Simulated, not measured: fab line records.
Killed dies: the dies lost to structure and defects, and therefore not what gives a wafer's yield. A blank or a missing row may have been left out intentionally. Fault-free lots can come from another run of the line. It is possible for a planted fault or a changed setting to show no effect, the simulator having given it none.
fab line records | flow sky130
[record] lots = 14 wafers = 42 lastDay = 50
route steps=708 shown VT_ADJUST_HVTP@93 VT_ADJUST_PCH@147 SONOS_TUNNEL@162
lots that met no fault: from a run of the same line without faults
startH: hours from the record's first day to the start of the lot's first wafer shown | waitH: hours elapsed since this lot's preceding step | " as in the row above | L1.1+2: a single row standing in for several wafers | - no value, or no start was given | * or withheld: withheld | < > ~ a bound
route shown NAME@n: NAME is a module with steps in the file, n the number in the route of the first one | usual: mean/standard deviation taken from wafers without a fault | same: alike in all rows | chamber/n: place in a boat | sites: readings site by site | _std_site: how widely they spread, as a standard deviation | _edge_site: inner sites' mean taken away from outer sites' mean | radiusMm: for every site, how far away it sits from the centre of the wafer | mask NAME#n: copy n | behind: the most recent tool/chamber to have shaped the wafer | hold: what put the lot on hold/how long, in hours/how the hold closed | device: whichever transistor did not switch (one of n, p or np) | end of line: the tests these same wafers got at the end of their route | for a step that has no rows: nothing shown but its recipe | killed: the dies lost at the first sort to structure and to defects; this is not the yield of the wafer | map: shows each die of a wafer: x if killed, . if not, _ if none is there
set.NAME: the setting as run; set.NAME@STEP: as run at that earlier step | model.NAME: the simulator's own value behind a step, which no gauge read
route steps across a sampled set of lots; one table per step, one row per wafer
services: a tool's chamber out of use, with start hour (startH, from the record's first day; less than 0 if before it), hours out, and reason
[[steps]]
[step SKY_VT_ADJUST_HVTP_OVL_MEAS_08]
[usual] VT_ADJUST_HVTP_OVL = -0.1/1.3
// columns lot.wafer tool chamber startH waitH VT_ADJUST_HVTP_OVL[nm]
L986.1 overlay-01 - 125.41 0.1 -1.8
L986.4 " - " " 0.1
L986.6 " - " " 2.1
L987.2 overlay-02 - 130.65 0.1 1.4
L987.3 " - " " -1.3
L987.6 " - " " 0.7
L991.1 overlay-02 - 156.21 0.1 0.1
L991.4 " - " " 1.1
L991.6 " - " " -0.4
L992.2 overlay-02 - 161.21 0.1 -0.9
L992.4 " - " " 0.9
L992.6 " - " " 0.2
L994.2 overlay-02 - 174.96 0.1 -0.9
L994.5 " - " " -1.3
L994.6 " - " " -0.5
L995.2 overlay-02 - 184.86 0.1 0.7
L995.5 " - " " -1.0
L995.6 " - " " -0.1
L996.4 overlay-02 - 185.18 0.1 0.3
L996.5 " - " " 0.9
L996.6 " - " " 1.8
L997.1 overlay-02 - 191.89 0.1 -1.0
L997.5 " - " " -0.7
L997.6 " - " " -1.0
L998.2 overlay-02 - 198.06 0.1 -1.5
L998.5 " - " " -1.5
L998.6 " - " " 0.2
L999.2 overlay-02 - 204.21 0.1 1.0
L999.3 " - " " 0.8
L999.4 " - " " -0.4
L101.3 overlay-02 - 217.91 0.1 -0.3
L101.4 " - " " -0.2
L101.5 " - " " -2.0
L106.2 overlay-01 - 248.21 0.1 -1.4
L106.3 " - " " -0.9
L106.5 " - " " -1.8
L108.1 overlay-02 - 261.49 0.1 -2.5
L108.3 " - " " -1.5
L108.4 " - " " -1.6
L109.1 overlay-02 - 264.84 0.1 -1.2
L109.3 " - " " -0.4
L109.4 " - " " -0.8
[step SKY_VT_ADJUST_PCH_EXPOSE_04]
[recipe] maskId = NWM na = 0.6 sourceShape = conventional sigmaOuter = 0.6 polarization = unpolarized targetCdNm = 840 doseMj = 255
[usual] exposureDoseMJCm2 = 255.03/0.26 focusOffsetNm = 0.0/0.51
// columns lot.wafer tool chamber startH waitH mask exposureDoseMJCm2 focusOffsetNm
L986.1 ilineStepper-02 0 219.21 - NWM#0 255.36 0.4
L986.4 " 0 " " NWM#0 255.09 0.6
L986.6 " 0 " " NWM#0 255.20 0.2
L987.2 ilineStepper-01 0 223.99 - NWM#0 254.93 0.7
L987.3 " 0 " " NWM#0 255.22 0.6
L987.6 " 0 " " NWM#0 254.95 -0.1
L991.1 ilineStepper-01 0 255.21 - NWM#0 255.05 0.1
L991.4 " 0 " " NWM#0 255.40 -0.1
L991.6 " 0 " " NWM#0 255.11 -0.4
L992.2 ilineStepper-02 0 261.28 - NWM#0 254.83 -0.7
L992.4 " 0 " " NWM#0 255.42 -0.3
L992.6 " 0 " " NWM#0 255.09 -0.1
L994.2 ilineStepper-01 0 277.83 - NWM#0 255.12 0.2
L994.5 " 0 " " NWM#0 254.93 0.3
L994.6 " 0 " " NWM#0 255.47 0.9
L995.2 ilineStepper-01 0 289.14 - NWM#0 254.84 1.2
L995.5 " 0 " " NWM#0 254.78 0.8
L995.6 " 0 " " NWM#0 254.73 -0.1
L996.4 ilineStepper-01 - 289.64 - NWM#0 - -
L996.5 " - " " NWM#0 - -
L996.6 " - " " NWM#0 - -
L997.1 ilineStepper-01 - 296.36 - NWM#0 - -
L997.5 " - " " NWM#0 - -
L997.6 " - " " NWM#0 - -
L998.2 ilineStepper-02 0 304.11 - NWM#0 255.16 -0.1
L998.5 " 0 " " NWM#0 255.31 -0.2
L998.6 " 0 " " NWM#0 254.87 -0.7
L999.2 ilineStepper-01 0 310.21 - NWM#0 254.97 -0.5
L999.3 " 0 " " NWM#0 254.65 0.0
L999.4 " 0 " " NWM#0 255.02 0.7
L101.3 ilineStepper-01 0 325.18 - NWM#0 254.69 0.8
L101.4 " 0 " " NWM#0 254.97 -0.8
L101.5 " 0 " " NWM#0 254.87 -1.6
L106.2 ilineStepper-02 0 359.44 - NWM#0 254.82 -0.4
L106.3 " 0 " " NWM#0 254.85 -0.6
L106.5 " 0 " " NWM#0 255.18 -0.2
L108.1 ilineStepper-01 0 375.61 - NWM#0 254.65 -0.2
L108.3 " 0 " " NWM#0 255.33 -0.2
L108.4 " 0 " " NWM#0 255.21 0.5
L109.1 ilineStepper-01 0 378.69 - NWM#0 254.49 -0.3
L109.3 " 0 " " NWM#0 254.80 -1.0
L109.4 " 0 " " NWM#0 254.80 -0.8
[step SKY_VT_ADJUST_PCH_STRIP_09]
[recipe] chemistry = O2/N2 powerW = 1400 pressureMtorr = 1500 platenTempC = withheld o2FlowSccm = 3000 n2FlowSccm = 300 overashFraction = 0.5
[usual] drypumpMotorCurrentA = 5.59/0.26 oesProductAu = 0.722/0.0046 stripTimeToEndpointS = 36.96/0.095
// columns lot.wafer tool chamber startH waitH drypumpMotorCurrentA oesProductAu rfHoursCounterH stripTimeToEndpointS
L986.1 plasmaAsher-04 1 230.77 0.1 5.91 0.712 55 37.07
L986.4 " 1 " " 5.91 0.718 - 37.03
L986.6 " 1 " " 5.90 0.719 - 37.07
L987.2 plasmaAsher-04 1 235.16 0.1 5.92 0.711 55 36.94
L987.3 " 1 " " 5.93 0.728 - 36.89
L987.6 " 0 " " 5.44 0.719 - 36.93
L991.1 plasmaAsher-03 1 266.86 0.1 5.86 0.731 47 36.97
L991.4 " 1 " " 5.85 0.714 - 36.97
L991.6 " 0 " " 5.13 0.729 - 37.06
L992.2 plasmaAsher-03 1 274.27 0.1 5.86 0.713 48 36.98
L992.4 " 1 " " 5.88 0.727 - 37.02
L992.6 " 0 " " 5.14 0.724 - 37.09
L994.2 plasmaAsher-01 0 290.12 0.1 5.58 0.719 17 36.99
L994.5 " 1 " " 5.69 0.723 - 37.04
L994.6 " 0 " " 5.55 0.721 - 37.15
L995.2 plasmaAsher-03 1 300.92 0.1 5.85 0.716 51 36.89
L995.5 " 1 " " 5.83 0.722 - 36.86
L995.6 " 0 " " 5.14 0.725 - 36.89
L996.4 plasmaAsher-03 1 301.19 0.1 5.86 0.721 - 37.04
L996.5 " 0 " " 5.13 0.718 - 37.11
L996.6 " 1 " " 5.86 0.726 - 37.13
L997.1 plasmaAsher-03 0 308.36 0.1 5.14 0.725 52 36.87
L997.5 " 1 " " 5.88 0.726 - 36.86
L997.6 " 0 " " 5.15 0.725 - 37.03
L998.2 plasmaAsher-01 1 316.36 0.1 5.68 0.726 18 37.05
L998.5 " 0 " " 5.55 0.719 - 37.01
L998.6 " 1 " " 5.72 0.722 - 36.90
L999.2 plasmaAsher-03 0 322.17 0.1 5.12 0.726 53 36.83
L999.3 " 1 " " 5.86 0.727 - 36.74
L999.4 " 0 " " 5.12 0.724 - 36.76
L101.3 plasmaAsher-03 1 337.35 0.1 5.85 0.725 - 36.83
L101.4 " 0 " " 5.12 0.720 - 36.87
L101.5 " 1 " " 5.87 0.721 - 36.85
L106.2 plasmaAsher-01 1 373.42 0.1 5.72 0.716 23 37.06
L106.3 " 1 " " 5.73 0.726 - 37.09
L106.5 " 1 " " 5.69 0.721 - 37.11
L108.1 plasmaAsher-03 0 388.87 0.1 5.14 0.723 60 37.05
L108.3 " 1 " " 5.85 0.721 - 36.98
L108.4 " 0 " " 5.14 0.720 - 36.89
L109.1 plasmaAsher-01 1 392.72 0.1 5.68 0.718 25 36.93
L109.3 " 1 " " 5.67 0.731 - 36.91
L109.4 " 0 " " 5.55 0.729 - 36.86
[step SKY_SONOS_TUNNEL_OVL_MEAS_08]
[usual] SONOS_TUNNEL_OVL = -0.5/1.4
// columns lot.wafer tool chamber startH waitH SONOS_TUNNEL_OVL[nm]
L986.1 overlay-01 - 253.91 0.1 -0.2
L986.4 " - " " 1.0
L986.6 " - " " -1.3
L987.2 overlay-01 - 258.40 0.1 -1.8
L987.3 " - " " -3.5
L987.6 " - " " -0.8
L991.1 overlay-01 - 291.73 0.1 -1.9
L991.4 " - " " -0.2
L991.6 " - " " 0.9
L992.2 overlay-01 - 298.31 0.1 0.4
L992.4 " - " " 0.2
L992.6 " - " " 1.0
L994.2 overlay-01 - 313.66 0.1 -1.0
L994.5 " - " " 0.0
L994.6 " - " " -1.1
L995.2 overlay-01 - 324.73 0.1 -2.6
L995.5 " - " " -4.1
L995.6 " - " " -1.2
L996.4 overlay-02 - 325.58 0.1 -0.8
L996.5 " - " " -2.1
L996.6 " - " " -1.8
L997.1 overlay-01 - 333.09 0.1 -0.5
L997.5 " - " " 2.1
L997.6 " - " " 1.8
L998.2 overlay-01 - 341.50 0.1 0.8
L998.5 " - " " -1.7
L998.6 " - " " 0.6
L999.2 overlay-02 - 346.69 0.1 -0.9
L999.3 " - " " -2.1
L999.4 " - " " -0.9
L101.3 overlay-01 - 363.30 0.1 -2.2
L101.4 " - " " -0.7
L101.5 " - " " -1.2
L106.2 overlay-01 - 400.29 0.1 -1.9
L106.3 " - " " -1.4
L106.5 " - " " -1.9
L108.1 overlay-01 - 418.53 0.1 -0.4
L108.3 " - " " -0.5
L108.4 " - " " 2.0
L109.1 overlay-01 - 421.93 0.1 2.2
L109.3 " - " " 1.9
L109.4 " - " " 2.0
[[services]]
// columns tool chamber startH hours kind
ilineStepper-02 - 201.03 2.3 repair
ilineStepper-02 - 222.53 3.6 repair
ilineStepper-02 - 226.15 8.9 pm
plasmaAsher-04 - 234.41 0.7 repair
ilineStepper-01 - 235.04 1.7 pm
ilineStepper-02 - 256.85 1.7 pm
ilineStepper-02 - 286.30 3.4 repair
plasmaAsher-01 - 290.98 15.6 pm
plasmaAsher-04 - 294.56 1.1 repair
ilineStepper-02 0 317.37 - calibration
ilineStepper-01 - 327.72 4.4 pm
ilineStepper-01 - 355.72 8.9 pm
ilineStepper-01 0 366.07 - calibration
[[key]]
[firstSign] step = SKY_VT_ADJUST_PCH_EXPOSE_04 reading = toolRecord direction = missing
effect none on later readings
metAt SKY_VT_ADJUST_PCH_EXPOSE_04
struckLots L996,L997
sortLeftOut L996.4,L996.5,L996.6,L997.1,L997.5,L997.6
testerLeftOut L996,L997
notActingAt SKY_VT_ADJUST_HVTP_OVL_MEAS_08,SKY_VT_ADJUST_PCH_STRIP_09,SKY_SONOS_TUNNEL_OVL_MEAS_08
onsetBetween 289.14 289.64
[fault] kind = skippedStepWhole tool = ilineStepper-01 chamber = - onsetH = 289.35 steps = SKY_VT_ADJUST_PCH_EXPOSE_04 scope = struckLotsOnly
// testerLeftOut: of these lots the tester's yield and bins aren't shown, on N5 and GAA mostly nor the transistor test; their killed dies are dies lost to structure and defects alone, not to doping, threshold or leakage, so they don't give the yield
// sortLeftOut: the simulated sort isn't trusted on such a fault, so these wafers' sort isn't shown, and their yield isn't known
